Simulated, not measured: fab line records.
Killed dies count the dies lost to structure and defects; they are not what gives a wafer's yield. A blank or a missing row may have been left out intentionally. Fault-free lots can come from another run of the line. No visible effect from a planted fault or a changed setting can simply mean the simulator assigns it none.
A sampling plan put to the test	flow gf180mcu	8 faults told of in these records, all on one fab line, each judged by the records of the lots it struck
The plan is the line's own looks: the steps of the route at which a gauge or an inspection reads the wafer and doesn't change it. A look is open to judgement when struck wafers have a number at it and the file gives its usual mean and standard deviation on fault-free wafers. Caught: at a look after the fault's first step, the mean of the struck wafers lies 4 or more of those standard deviations (sigma) from the usual mean. On the tool: the test repeated on the tool's own readings taken at the fault's steps. It also counts as caught if the struck wafers ran another recipe or if their record alone is blank.

== THE FAULTS, as the simulator had put them in ==
1. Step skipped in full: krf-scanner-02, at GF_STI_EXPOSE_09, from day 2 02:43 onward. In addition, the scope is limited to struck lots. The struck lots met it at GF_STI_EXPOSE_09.
2. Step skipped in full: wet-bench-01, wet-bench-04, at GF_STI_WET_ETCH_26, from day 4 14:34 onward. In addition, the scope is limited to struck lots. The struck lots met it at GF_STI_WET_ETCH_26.
3. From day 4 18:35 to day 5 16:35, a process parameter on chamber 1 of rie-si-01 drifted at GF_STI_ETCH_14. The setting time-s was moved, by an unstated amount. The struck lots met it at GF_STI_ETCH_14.
4. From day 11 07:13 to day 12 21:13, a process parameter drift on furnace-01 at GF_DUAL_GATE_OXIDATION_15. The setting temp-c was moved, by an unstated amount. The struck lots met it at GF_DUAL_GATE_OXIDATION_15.
5. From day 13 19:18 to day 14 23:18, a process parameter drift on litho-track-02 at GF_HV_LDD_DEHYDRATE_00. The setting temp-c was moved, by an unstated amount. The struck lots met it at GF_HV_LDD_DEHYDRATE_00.
6. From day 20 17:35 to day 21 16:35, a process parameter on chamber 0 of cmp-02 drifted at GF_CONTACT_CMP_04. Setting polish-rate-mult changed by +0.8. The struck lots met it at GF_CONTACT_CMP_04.
7. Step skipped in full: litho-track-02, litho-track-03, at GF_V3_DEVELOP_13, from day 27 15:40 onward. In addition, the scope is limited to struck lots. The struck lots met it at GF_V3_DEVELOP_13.
8. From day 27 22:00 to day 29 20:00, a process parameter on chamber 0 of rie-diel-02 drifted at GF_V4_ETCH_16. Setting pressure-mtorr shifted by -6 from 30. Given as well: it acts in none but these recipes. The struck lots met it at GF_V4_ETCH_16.

== WHAT THE PLAN SAW ==
fault	on the tool itself	first look that catches it	reading, sigma	median hours from its first step to that look	hours from the fault's start to the first struck lot there	judged looks passed uncaught
1	no reading that can be judged	no look after it can be judged	-	-	-	0
2	the tool's record is blank for the struck wafers	not the one look that can be judged after it	-	-	-	1
3	run-length-s +21 sigma	not the one look that can be judged after it	-	-	-	1
4	tube-center-temp-C +20 sigma	not the one look that can be judged after it	-	-	-	1
5	heater-power-total-W -70 sigma	not the one look that can be judged after it	-	-	-	1
6	time-to-endpoint-s -9.6 sigma	none of the 2 looks that can be judged after it	-	-	-	2
7	the tool's record is blank for the struck wafers	no look after it can be judged	-	-	-	0
8	chamber-pressure-mTorr -99 or beyond sigma	no look after it can be judged	-	-	-	0
A dash: the fault is not caught, or the number is missing from these records.

Caught at a look: 0 of 8. Caught on the tool: 7 of 8. By one or the other: 7 of 8.
Faults 2, 3, 4, 5, 6, 7, 8 were caught on the tool alone.
Caught by neither: fault 1.
